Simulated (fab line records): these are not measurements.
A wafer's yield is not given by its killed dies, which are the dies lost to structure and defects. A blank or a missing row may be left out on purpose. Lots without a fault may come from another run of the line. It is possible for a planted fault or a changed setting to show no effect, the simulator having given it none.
fab line records	flow gf180mcu
[record] lots = 5	wafers = 15	last_day = 33
route steps=602 shown NWELL@44 LVPWELL@54 PASSIVATION@602
lots that met no fault: taken from a fault-free run of the same line
start_h: start of the lot's first displayed wafer, in hours after the record's first day	wait_h: hours elapsed since this lot's preceding step	" identical to the entry in the row above	L1.1+2: a single row standing in for several wafers	- either no value or no given start	* or withheld: withheld	< > ~ a bound
route shown NAME@n: names a module that has steps shown in the file, with the first one's number in the route	usual: mean/standard deviation taken from wafers without a fault	same: alike in all rows	chamber/n: place in a boat	sites: readings site by site	_std_site: how widely they spread, as a standard deviation	_edge_site: mean of outer sites minus mean of inner sites	radius_mm: how far each site lies from the wafer's centre	mask NAME#n: copy n	behind: the tool/chamber that last shaped the wafer	hold: cause of the lot's hold/its duration in hours/its outcome	device: the transistor (n, p or np) that didn't switch	end of line: tests of these same wafers at the route's end	for a step that has no rows: nothing shown but its recipe	killed: at the first sort, the dies lost to defects and structure; wafer yield is something else	map: dies across one wafer; x = killed, . = not, _ = none there
set.NAME: the setting the step ran with; set.NAME@STEP: the setting that earlier step ran with	model.NAME: the simulator's own value behind a step, which no gauge read
a table for each step, a row for each wafer; lots at some steps of the route
services: from which hour (start_h, from the record's first day; less than 0 if before it) a tool's chamber was out of use, for how many hours, and why
[[steps]]
[step GF_NWELL_COAT_02]
[recipe] spin_rpm = 2000	resist_thk_nm = 3000
[step GF_NWELL_SOFTBAKE_03]
[recipe] temp_c = 110	time_s = withheld
[step GF_NWELL_EXPOSE_04]
[recipe] mask_id = Nwell	target_cd_nm = 860	na = 0.6	source_shape = conventional	sigma_outer = 0.6	dose_mj = 260
[step GF_NWELL_PEB_05]
[recipe] temp_c = 115	time_s = withheld
[step GF_NWELL_DEVELOP_06]
[recipe] wall_angle_deg = 90	develop_time_s = 60	dev_temp_c = 23
[step GF_NWELL_OVL_MEAS_07]
[usual] NWELL_OVL = -0.1/1.3
lot.wafer	tool	chamber	start_h	wait_h	NWELL_OVL[nm]
L739.1	overlay-01	-	66.06	-	-0.7
L739.3	"	-	"	"	0.9
L739.4	"	-	"	"	-0.4
L741.3	overlay-01	-	75.57	-	-0.8
L741.4	"	-	"	"	-2.6
L741.6	"	-	"	"	-1.9
L747.2	overlay-02	-	108.37	-	0.2
L747.5	"	-	"	"	3.1
L747.6	"	-	"	"	1.6
L751.1	overlay-01	-	130.11	-	-1.0
L751.3	"	-	"	"	-0.1
L751.5	"	-	"	"	-0.6
L756.2	overlay-01	-	159.02	-	4.1
L756.3	"	-	"	"	2.3
L756.6	"	-	"	"	3.3
[step GF_NWELL_IMPLANT_08]
[recipe] species = P	energy_kev = 450	dose_cm2 = 1.5e+13	tilt_deg = 0
[step GF_NWELL_IMPLANT_09]
[recipe] species = P	energy_kev = 160	dose_cm2 = 4e+12	tilt_deg = 0
[step GF_NWELL_STRIP_10]
[recipe] chemistry = O2/N2	power_w = 1400	pressure_mtorr = 1500	platen_temp_c = 250	o2_flow_sccm = 3000	n2_flow_sccm = 300	overash_fraction = 0.5
[usual] chamber_pressure_mTorr = 1500.0/1.4	drypump_motor_current_A = 5.6/0.48	heater_power_w = 327/29	oes_product_au = 0.723/0.0044	platen_temp_c = 249.99/0.17	strip_time_to_endpoint_s = 37.00/0.11
lot.wafer	tool	chamber	start_h	wait_h	chamber_pressure_mTorr	drypump_motor_current_A	heater_power_w	oes_product_au	platen_temp_c	rf_hours_counter_h	strip_time_to_endpoint_s
L739.1	plasma_asher-03	1	66.40	0.1	1497.3	5.2	274	0.723	249.87	27	37.15
L739.3	"	0	"	"	1500.9	6.4	320	0.724	249.84	-	37.17
L739.4	"	1	"	"	1499.3	5.2	283	0.718	249.75	-	37.13
L741.3	plasma_asher-04	0	75.93	0.1	1500.7	5.2	320	0.729	250.05	-	36.92
L741.4	"	1	"	"	1496.8	5.4	381	0.715	250.25	-	36.97
L741.6	"	1	"	"	1501.5	5.4	385	0.723	250.28	-	37.10
L747.2	plasma_asher-03	0	108.70	0.1	1496.6	6.4	329	0.718	250.02	31	37.08
L747.5	"	1	"	"	1501.4	5.2	276	0.717	250.11	-	37.10
L747.6	"	0	"	"	1498.4	6.4	324	0.721	250.08	-	37.08
L751.1	plasma_asher-04	0	130.45	0.1	1499.1	5.1	321	0.729	249.86	47	36.94
L751.3	"	1	"	"	1500.4	5.4	367	0.732	249.64	-	36.90
L751.5	"	1	"	"	1500.0	5.4	368	0.724	249.92	-	36.95
L756.2	plasma_asher-03	1	159.35	0.1	1502.6	5.2	292	0.722	249.85	37	37.01
L756.3	"	1	"	"	1499.2	5.2	294	0.720	249.85	-	37.02
L756.6	"	0	"	"	1500.4	6.4	332	0.723	250.20	-	37.13
[step GF_NWELL_TW_MEAS_11]
[usual] NWELL_TW = 1574/19
lot.wafer	tool	chamber	start_h	wait_h	NWELL_TW
L739.1	film_metro-04	-	66.50	0.1	1573
L739.3	"	-	"	"	1581
L739.4	"	-	"	"	1582
L741.3	film_metro-01	-	76.02	0.1	1605
L741.4	"	-	"	"	1608
L741.6	"	-	"	"	1615
L747.2	film_metro-03	-	108.81	0.1	1542
L747.5	"	-	"	"	1552
L747.6	"	-	"	"	1555
L751.1	film_metro-04	-	130.55	0.1	1579
L751.3	"	-	"	"	1582
L751.5	"	-	"	"	1583
L756.2	film_metro-03	-	159.46	0.1	1553
L756.3	"	-	"	"	1570
L756.6	"	-	"	"	1559
[step GF_LVPWELL_DEHYDRATE_00]
[recipe] temp_c = 200	time_s = 60
[step GF_LVPWELL_HMDS_01]
[recipe] prime_time_s = 60	prime_temp_c = 120
[step GF_LVPWELL_COAT_02]
[recipe] spin_rpm = 2000	resist_thk_nm = 3000
lot.wafer	tool	chamber	start_h	wait_h	model.coat_of_LVPWELL_COAT_02.thk_nm
L739.1+3	litho_track-03	0	72.56	0.1	2997
L739.4	"	0	"	"	3003
L741.3	litho_track-03	0	82.31	0.1	2997
L741.4	"	0	"	"	2993
L741.6	"	0	"	"	2995
L747.2	litho_track-02	0	116.19	0.1	3007
L747.5	"	0	"	"	3010
L747.6	"	0	"	"	3006
L751.1	litho_track-03	0	137.91	0.1	3001
L751.3	"	0	"	"	1847
L751.5	"	0	"	"	1841
L756.2	litho_track-02	0	167.34	0.1	2985
L756.3+6	"	0	"	"	2990
[step GF_LVPWELL_SOFTBAKE_03]
[recipe] temp_c = 110	time_s = withheld
[step GF_LVPWELL_EXPOSE_04]
[recipe] mask_id = LVPWELL	target_cd_nm = 600	na = 0.6	source_shape = conventional	sigma_outer = 0.6	dose_mj = 260
[step GF_LVPWELL_PEB_05]
[recipe] temp_c = 115	time_s = withheld
[step GF_LVPWELL_DEVELOP_06]
[recipe] wall_angle_deg = 90	develop_time_s = 60	dev_temp_c = 23
lot.wafer	tool	chamber	start_h	wait_h	model.coat_of_LVPWELL_COAT_02.thk_nm
L739.1+3	litho_track-03	0	-	-	2996
L739.4	"	0	"	"	3002
L741.3	litho_track-03	0	-	-	2996
L741.4	"	0	"	"	2992
L741.6	"	0	"	"	2994
L747.2	litho_track-02	0	-	-	3006
L747.5	"	0	"	"	3009
L747.6	"	0	"	"	3005
L751.1	litho_track-02	0	-	-	3000
L751.3	"	0	"	"	1846
L751.5	"	0	"	"	1840
L756.2	litho_track-03	0	-	-	2984
L756.3	"	0	"	"	2988
L756.6	"	0	"	"	2989
[step GF_LVPWELL_OVL_MEAS_07]
[usual] LVPWELL_OVL = 0.7/1.3
lot.wafer	tool	chamber	start_h	wait_h	LVPWELL_OVL[nm]
L739.1	overlay-02	-	78.91	-	4.3
L739.3	"	-	"	"	0.9
L739.4	"	-	"	"	1.7
L741.3	overlay-01	-	88.92	-	1.0
L741.4	"	-	"	"	1.4
L741.6	"	-	"	"	1.5
L747.2	overlay-01	-	123.47	-	-0.5
L747.5	"	-	"	"	0.0
L747.6	"	-	"	"	1.1
L751.1	overlay-01	-	146.16	-	-0.2
L751.3	"	-	"	"	-0.7
L751.5	"	-	"	"	-0.1
L756.2	overlay-01	-	175.86	-	-1.1
L756.3	"	-	"	"	1.7
L756.6	"	-	"	"	-0.6
[step GF_LVPWELL_IMPLANT_08]
[recipe] species = B	energy_kev = 170	dose_cm2 = 1.5e+13	tilt_deg = 0
[step GF_LVPWELL_IMPLANT_09]
[recipe] species = B	energy_kev = 60	dose_cm2 = 5e+12	tilt_deg = 0
[step GF_LVPWELL_STRIP_10]
[recipe] chemistry = O2/N2	power_w = 1400	pressure_mtorr = 1500	platen_temp_c = 250	o2_flow_sccm = 3000	n2_flow_sccm = 300	overash_fraction = 0.5
[usual] chamber_pressure_mTorr = 1500.2/1.2	drypump_motor_current_A = 5.7/0.51	heater_power_w = 341/43	oes_product_au = 0.722/0.0046	platen_temp_c = 249.97/0.17	strip_time_to_endpoint_s = 37.02/0.12
lot.wafer	tool	chamber	start_h	wait_h	chamber_pressure_mTorr	drypump_motor_current_A	heater_power_w	oes_product_au	platen_temp_c	rf_hours_counter_h	strip_time_to_endpoint_s
L739.1	plasma_asher-02	0	79.24	0.1	1500.1	5.8	370	0.720	250.26	42	36.92
L739.3	"	1	"	"	1498.9	6.3	417	0.722	250.21	-	36.93
L739.4	"	0	"	"	1501.0	5.8	360	0.722	250.09	-	36.99
L741.3	plasma_asher-03	1	89.28	0.1	1499.4	5.2	275	0.726	249.96	-	36.92
L741.4	"	0	"	"	1500.3	6.4	321	0.723	250.07	-	36.88
L741.6	"	0	"	"	1500.7	6.4	331	0.722	249.86	-	36.88
L747.2	plasma_asher-03	0	123.80	0.1	1502.1	6.4	324	0.721	250.03	33	37.05
L747.5	"	1	"	"	1500.2	5.2	283	0.714	249.92	-	37.09
L747.6	"	0	"	"	1501.0	6.4	328	0.715	250.13	-	37.03
L751.1	plasma_asher-04	0	146.50	0.1	1498.7	5.2	321	0.722	249.87	49	36.96
L751.3	"	0	"	"	1501.5	5.1	315	0.721	249.92	-	23.61
L751.5	"	0	"	"	1499.4	5.1	312	0.718	250.12	-	23.52
L756.2	plasma_asher-03	0	176.19	0.1	1500.5	6.4	336	0.720	250.24	39	36.78
L756.3	"	0	"	"	1500.9	6.4	331	0.725	250.06	-	36.83
L756.6	"	0	"	"	1499.0	6.4	327	0.722	250.13	-	36.84
[step GF_LVPWELL_TW_MEAS_11]
[usual] LVPWELL_TW = 563/7.4
lot.wafer	tool	chamber	start_h	wait_h	LVPWELL_TW
L739.1	film_metro-03	-	79.34	0.1	552
L739.3	"	-	"	"	554
L739.4	"	-	"	"	556
L741.3	film_metro-03	-	89.36	0.1	556
L741.4	"	-	"	"	555
L741.6	"	-	"	"	557
L747.2	film_metro-03	-	123.91	0.1	557
L747.5	"	-	"	"	559
L747.6	"	-	"	"	558
L751.1	film_metro-01	-	146.60	0.1	573
L751.3	"	-	"	"	574
L751.5	"	-	"	"	572
L756.2	film_metro-04	-	176.30	0.1	562
L756.3	"	-	"	"	563
L756.6	"	-	"	"	560
[step GF_PASSIVATION_PROBE_99]
lot.wafer	tool	chamber	start_h	wait_h	model.etest.pwell_in_dnwell.line_ohm_um	model.etest.ldnmos_10p0.r_on_ohm_um	model.etest.nwell.line_ohm_um	model.etest.nwell.width_nm	model.etest.pwell_in_dnwell.width_nm
L739.1	prober-02	-	684.81	0.1	3928	3741	1221	852.7	608.5
L739.3	prober-02	-	684.91	0.2	3864	3746	1210	853.4	608.3
L739.4	prober-02	-	684.96	0.2	3823	3717	1184	849.7	605.1
L741.3	prober-02	-	699.86	0.2	4079	3685	1194	864.5	594.8
L741.4	prober-02	-	699.91	0.2	4242	3727	1204	861.8	592.3
L741.6	prober-02	-	700.01	0.2	4294	3778	1208	865.1	597.8
L747.2	prober-02	-	741.51	0.1	3836	3742	1131	857.4	602.5
L747.5	prober-02	-	741.66	0.2	3999	3746	1136	856.9	601.1
L747.6	prober-02	-	741.71	0.2	3803	3718	1108	859.1	597.6
L751.1	prober-02	-	766.34	0.1	4135	3757	1181	858.5	595.2
L751.3	prober-02	-	766.44	0.2	3962	3826	1218	819.8	631.9
L751.5	prober-02	-	766.54	0.2	4013	3870	1274	815.6	631.2
L756.2	prober-02	-	793.04	0.1	4040	3796	1152	855.9	605.1
L756.3	prober-02	-	793.09	0.2	4344	3792	1193	859.9	601
L756.6	prober-02	-	793.24	0.2	4358	3814	1158	856.9	599.5
// killed by level:class
L739.1 CONTACT:geometric_particle:open=5 V1:geometric_particle:short=4 V2:geometric_particle:open=4 V5:geometric_particle:open=4 STI:geometric_particle:short=2 HV_LDD:geometric_particle:open=2 M2:geometric_particle:short=2 V3:geometric_particle:short=2
L739.3 CONTACT:geometric_particle:open=6 V3:geometric_particle:open=5 STI:geometric_particle:open=4 V1:geometric_particle:open=4 V5:geometric_particle:open=3 STI:geometric_particle:short=2 POLY_GATE:geometric_particle:short=2 M1:geometric_particle:open=2
L739.4 V5:geometric_particle:open=7 CONTACT:geometric_particle:open=5 M5:geometric_particle:short=5 M2:geometric_particle:short=4 V3:geometric_particle:open=4 M4:geometric_particle:short=4 V4:geometric_particle:open=4 M1:geometric_particle:short=3
L741.3 V1:geometric_particle:short=5 V4:geometric_particle:open=5 CONTACT:geometric_particle:short=4 V2:geometric_particle:open=4 STI:geometric_particle:open=3 M1:geometric_particle:short=3 V1:geometric_particle:open=3 M2:geometric_particle:short=3
L741.4 V5:geometric_particle:open=8 CONTACT:geometric_particle:open=5 M3:geometric_particle:short=4 STI:geometric_particle:open=3 CONTACT:geometric_particle:short=3 V2:geometric_particle:open=3 V3:geometric_particle:short=3 POLY_GATE:geometric_particle:short=2
L741.6 V1:geometric_particle:open=8 V2:geometric_particle:open=6 V5:geometric_particle:short=6 STI:geometric_particle:short=5 V5:geometric_particle:open=5 V3:geometric_particle:short=4 V4:geometric_particle:open=4 STI:geometric_particle:open=3
L747.2 V3:geometric_particle:open=8 V4:geometric_particle:open=5 CONTACT:geometric_particle:open=5 V2:geometric_particle:open=5 V5:geometric_particle:open=5 V3:geometric_particle:short=4 V4:geometric_particle:short=4 STI:geometric_particle:open=2
L747.5 V3:geometric_particle:open=5 CONTACT:geometric_particle:open=4 V4:geometric_particle:open=4 V5:geometric_particle:short=4 POLY_GATE:geometric_particle:open=3 V2:geometric_particle:open=3 V5:geometric_particle:open=3 STI:geometric_particle:open=2
L747.6 V2:geometric_particle:open=7 V2:geometric_particle:short=5 V4:geometric_particle:open=5 CONTACT:geometric_particle:open=4 V3:geometric_particle:open=4 V5:geometric_particle:open=4 V1:geometric_particle:open=3 M2:geometric_particle:short=3
L756.2 V1:geometric_particle:open=8 V4:geometric_particle:open=4 CONTACT:geometric_particle:open=4 V3:geometric_particle:open=4 STI:geometric_particle:short=3 CONTACT:geometric_particle:short=3 V2:geometric_particle:short=3 V5:geometric_particle:open=3
L756.3 V2:geometric_particle:open=8 V4:geometric_particle:open=5 V3:geometric_particle:open=4 STI:geometric_particle:open=3 CONTACT:geometric_particle:open=3 V1:geometric_particle:open=3 M5:geometric_particle:short=3 V5:geometric_particle:open=3
L756.6 CONTACT:geometric_particle:open=8 V4:geometric_particle:open=6 V1:geometric_particle:open=5 STI:geometric_particle:short=4 M1:geometric_particle:short=3 V2:geometric_particle:open=3 V5:geometric_particle:open=3 STI:geometric_particle:open=2
[[services]]
tool	chamber	start_h	hours	kind
plasma_asher-02	-	108.80	9.0	pm
plasma_asher-02	0	108.80	9.0	vent_cycle
plasma_asher-02	1	108.80	9.0	vent_cycle
plasma_asher-02	0	117.80	-	clean
plasma_asher-02	1	117.80	-	clean
litho_track-02	-	159.14	-	consumable_replace:filter
plasma_asher-02	-	162.85	15.6	pm
[[key]]
[first_sign] step = GF_LVPWELL_STRIP_10	reading = strip_time_to_endpoint_s	direction = down	sigmas = 99+	usual = *	struck = *
effect none on later readings
[model_effect] step = GF_LVPWELL_COAT_02	value = coat_of_LVPWELL_COAT_02.thk_nm	without = 2996	struck = 1844
[model_effect] step = GF_LVPWELL_DEVELOP_06	value = coat_of_LVPWELL_COAT_02.thk_nm	without = 2995	struck = 1843
[model_effect] step = GF_PASSIVATION_PROBE_99	value = etest.pwell_in_dnwell.line_ohm_um	without = 4260	struck = 3988
met_at GF_LVPWELL_COAT_02
struck_wafers L751.3,L751.5
sort_left_out L751.3,L751.5
tester_left_out L751
onset_between 82.31 137.91
[fault] kind = process_parameter_drift	tool = litho_track-03	chamber = -	onset_h = 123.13	steps = GF_LVPWELL_COAT_02	channel = resist_thk_nm	offset = *	shape = step	end_h = 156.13	scope = struck_wafers_only	acts_in = *	stated = *
// tester_left_out: of these lots the tester's yield and bins aren't shown, on N5 and GAA mostly nor the transistor test; their killed dies are dies lost to structure and defects alone, not to doping, threshold or leakage, so they don't give the yield
// sort_left_out: the simulated sort isn't trusted on such a fault, so these wafers' sort isn't shown, and their yield isn't known
